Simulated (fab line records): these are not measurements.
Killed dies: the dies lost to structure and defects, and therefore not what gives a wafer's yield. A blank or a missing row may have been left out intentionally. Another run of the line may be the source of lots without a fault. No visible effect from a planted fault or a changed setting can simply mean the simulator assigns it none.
Problem report in the 8D (eight disciplines) form, filled by code	flow sfq_line	the parts of the form that need people (team, actions taken, sign-off) are left out

== 1. WHAT WENT WRONG ==
At SFQ_TRILAYER_M1_LITHO_EXPOSE_040, exposure_dose_mJ_cm2 averages 14.853 over 9 wafers from 3 lots, while fault-free wafers read 14.399, standard deviation 0.017. That is +27 standard deviations from the usual mean.
The step: exposes mask M1, target cd 500 nm.
First observed at day 26 21:34: wafer L574.3, on krf_scanner-01. The record has a number at this step for 21 wafers belonging to 7 lots. Rule for "out" (also "out of limits"): further than 4 standard deviations from the usual mean. The other wafers with a number count as sound.

== 2. WHAT IT IS; WHAT IT IS NOT ==
question	is	is not
which readings at this step	exposure_dose_mJ_cm2	-
which lots	L574, L575, L576	L564, L567, L569, L570
which wafers of those lots	all that have a number	-
read on which tools	krf_scanner-01	krf_scanner-02
when	from day 26 21:34	up to then (12 sound wafers)

== 3. WHAT RULES OUT EACH SUSPECT ==
Counting: a tool at a process step up to the reading stays a suspect if it ran every lot that is out and no sound lot after the first of them.
- krf_scanner-01 at SFQ_TRILAYER_M1_LITHO_EXPOSE_040 (exposes mask M1, target cd 500 nm): kept. It processed each lot that is out, first L574 at day 26 21:34, and no sound lot thereafter; up to then, the last sound lot it processed was L569 at day 25 16:27. Its own exposure_dose_mJ_cm2 readings are out on those wafers.
Remaining after the count: krf_scanner-01 at SFQ_TRILAYER_M1_LITHO_EXPOSE_040.

== 4. THE CAUSE (what the simulator had put in) ==
Process parameters drifting: krf_scanner-01 at SFQ_TRILAYER_M1_LITHO_EXPOSE_040, beginning at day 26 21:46. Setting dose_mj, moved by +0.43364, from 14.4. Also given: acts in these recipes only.
After counting, this tool was the only one left.

== 5. THE CHAIN OF EFFECTS, in route order ==
Each row: a reading whose mean over the struck wafers that have a number lies more than 3 standard deviations from the usual. Readings are gone through only where the record gives a usual standard deviation; hours: the median, over the lots, of the time from a lot's start at the first step in this table giving one to that lot's start at this step; sigmas: the change measured in usual standard deviations.
hours	step	reading	usual	on struck wafers	change	sigmas
0	SFQ_TRILAYER_M1_LITHO_EXPOSE_040	exposure_dose_mJ_cm2	14.399	14.853	+0.454	+27
Here are the process steps it includes:
- SFQ_TRILAYER_M1_LITHO_EXPOSE_040: exposes mask M1, target cd 500 nm.
At these later measuring or inspecting steps, every struck wafer for which the step has a row has a number for every such reading, and none has moved that far: SFQ_M1_OVL_MEAS_911.

== 6. WHAT WOULD HAVE CAUGHT IT SOONER ==
In this record the first reading out of limits was taken at day 26 21:34.
